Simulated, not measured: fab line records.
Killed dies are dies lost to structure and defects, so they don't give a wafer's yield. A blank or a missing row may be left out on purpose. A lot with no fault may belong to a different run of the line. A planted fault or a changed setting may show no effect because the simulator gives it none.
Chamber matching	flow gf180mcu	3 sister chambers for GF_PASSIVATION_CVD_00 on pecvd-01
The step deposits SiO2 from TEOS, target thk 1000 nm, time 111.95 s. 6 wafers are shown with their chamber, then 8 later ones without.

EACH WAFER AND ITS CHAMBER
wafer	chamber	heaterPowerW (W)
L809.1	0	511
L809.3	1	550
L813.2	1	485
L813.3	2	736
L813.5	0	588
L815.3	2	818

WAFERS MISSING THEIR CHAMBER
wafer	heaterPowerW (W)
L815.4	475
L815.6	505
L820.2	855
L820.5	659
L820.6	614
L822.4	469
L822.5	811
L822.6	419

CHAMBER TAKEN BY EACH
wafer	from the rows above	in truth
L815.4	can't be placed: 1 or 0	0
L815.6	can't be placed: 1 or 0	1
L820.2	2	2
L820.5	can't be placed: 0 or 2 or 1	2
L820.6	can't be placed: 0 or 1 or 2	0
L822.4	can't be placed: 1 or 0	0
L822.5	2	2
L822.6	can't be placed: 1 or 0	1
Correctly placed: 2 of 8. Can't be placed from these rows: 6 (the true chamber is among the candidates in 6). 0 placed wrongly.
How it was worked out, from the rows above alone: a wafer's distance from a chamber is the root of the sum, over the readings, of the square of ((its reading less the chamber's mean) divided by the reading's scatter). The wafer belongs to the nearest chamber; if the next one is less than 2 further off, it can't be placed. Each chamber's mean is taken over the wafers shown for it. The scatter: the root of (the sum of the squares of (reading less its chamber's mean) over the shown wafers, divided by (wafers less chambers)).
